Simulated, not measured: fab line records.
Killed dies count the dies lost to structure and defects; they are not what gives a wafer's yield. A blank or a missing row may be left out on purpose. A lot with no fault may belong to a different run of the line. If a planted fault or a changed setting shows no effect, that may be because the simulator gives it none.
Problem report in the 8D (eight disciplines) form, filled by code / flow sky130 / the parts of the form that need people (team, actions taken, sign-off) are left out

## 1. WHAT WENT WRONG
Mean of developer temp C at SKY_SD_N_DEVELOP_06: 22.17 C across 9 wafers in 3 lots; on wafers with no fault it is 23.02 C (standard deviation 0.11). That is -7.7 standard deviations from the usual mean.
The step: develop time 60 s.
Earliest sighting: wafer L442.1 on litho track-02 at day 33 06:18. At this step, 39 wafers from 13 lots have a number in the record. The rule behind "out" and "out of limits": a value lying over 4 standard deviations away from the usual mean. Any other wafer with a number is counted as sound.

## 2. WHAT THIS IS AND IS NOT
question=which readings at this step | is=developer temp C | is not=-
question=which lots | is=L442, L444, L445 | is not=L429, L430, L431, L432, L433, L434, L435, L436, L439, L447
question=which wafers of those lots | is=all that have a number | is not=-
question=read on which tools | is=litho track-02 | is not=litho track-01
question=when | is=from day 33 06:18 | is not=up to then (27 sound wafers); but 3 sound wafers of L447 came after

## 3. SUSPECTS, AND WHAT RULES EACH OUT
Counting: any tool at a process step up to the reading is kept as a suspect provided that every lot that is out went through it and no sound lot did after the first of them.
- litho track-02 at SKY_SD_N_DEVELOP_06 (develop time 60 s): kept. It processed each lot that is out, first L442 at day 33 06:18, and no sound lot thereafter; up to then, the last sound lot it processed was L434 at day 31 06:09. Its own developer temp C readings are out on those wafers.
The count leaves litho track-02 at SKY_SD_N_DEVELOP_06.

## 4. THE CAUSE (what the simulator had put in)
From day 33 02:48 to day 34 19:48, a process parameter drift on litho track-02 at SKY_SD_N_DEVELOP_06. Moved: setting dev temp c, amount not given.
Counting left only this tool.

## 5. THE CHAIN OF EFFECTS, in route order
Rows list readings where the struck wafers' mean (over those with a number) sits beyond 3 standard deviations from the usual. Readings are gone through only where the record gives a usual standard deviation; hours: the median, over the lots, of the time from a lot's start at the first step in this table giving one to that lot's start at this step; sigmas: the change measured in usual standard deviations.
hours=0; step=SKY_SD_N_DEVELOP_06; reading=developer temp C; usual=23.02 C; on struck wafers=22.17; change=-0.85; sigmas=-7.7
The process steps in it:
- SKY_SD_N_DEVELOP_06: develop time 60 s.
Later steps that measure or inspect, where all struck wafers having a row at the step show a number for every such reading and not one has moved that far: SKY_CONTACT_THK_MEAS_26.

## 6. WHAT WOULD HAVE CAUGHT IT SOONER
First out-of-limits reading in this record: day 33 06:18, which is 4 hours after fault onset at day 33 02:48.
